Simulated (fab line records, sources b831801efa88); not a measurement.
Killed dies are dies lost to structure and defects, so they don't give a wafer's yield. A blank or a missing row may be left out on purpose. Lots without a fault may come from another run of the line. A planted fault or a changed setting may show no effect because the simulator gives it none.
Which tool did it? | flow sky130 | 6 lots, 18 wafers sampled, at 2 steps of a route of 708

WHAT THE GAUGES READ, wafer by wafer
SKY_LDD_HVP_OVL_MEAS_07.
lot  | measured     | on         | LDD_HVP_OVL (nm)
L399 | day 22 13:28 | overlay-02 | -1.3 -1.9 -1.2
L404 | day 24 12:31 | overlay-01 | 0.1 -1.1 -0.6
L408 | day 25 21:17 | overlay-01 | 1.1 -1.0 0.0
L414 | day 28 04:04 | overlay-02 | 0.7 0.7 1.2
L417 | day 28 14:05 | overlay-01 | 0.0 -0.8 -2.0
L419 | day 29 05:39 | overlay-02 | 1.2 1.7 0.3

WHICH TOOL RAN EACH LOT (tool, then ch and the chambers of the sampled wafers, then the start)
lot  | SKY_LDD_HVP_EXPOSE_04
L399 | iline_stepper-02 ch 0, day 21 21:59
L404 | iline_stepper-02 ch 0, day 23 21:48
L408 | iline_stepper-02 ch 0, day 25 06:55
L414 | iline_stepper-02 ch 0, day 27 13:34
L417 | iline_stepper-02 ch 0, day 27 23:50
L419 | iline_stepper-02 ch 0, day 28 15:41
- SKY_LDD_HVP_EXPOSE_04: exposes mask HVPTM, target cd 700 nm.

THE ANSWER, worked out from the rows above alone
Rule: what is usual is taken from the lots themselves. Put in order of their means at a reading, lots are off if they are a third of the lots or fewer, leave a main group of 4 or more, and stand apart from it by a gap of 3 or more times the standard deviation of the main group's means; of several such gaps the widest counts. A main group whose means are all the same, to the digits that the tables above print for the reading, isn't used. A lot without any number at a reading at which 4 lots or more have one is off too. The other lots that the step has rows for count as sound.
No lot is off at any reading shown: from this, nothing can be told.

WHAT THE SIMULATOR HAD PUT IN
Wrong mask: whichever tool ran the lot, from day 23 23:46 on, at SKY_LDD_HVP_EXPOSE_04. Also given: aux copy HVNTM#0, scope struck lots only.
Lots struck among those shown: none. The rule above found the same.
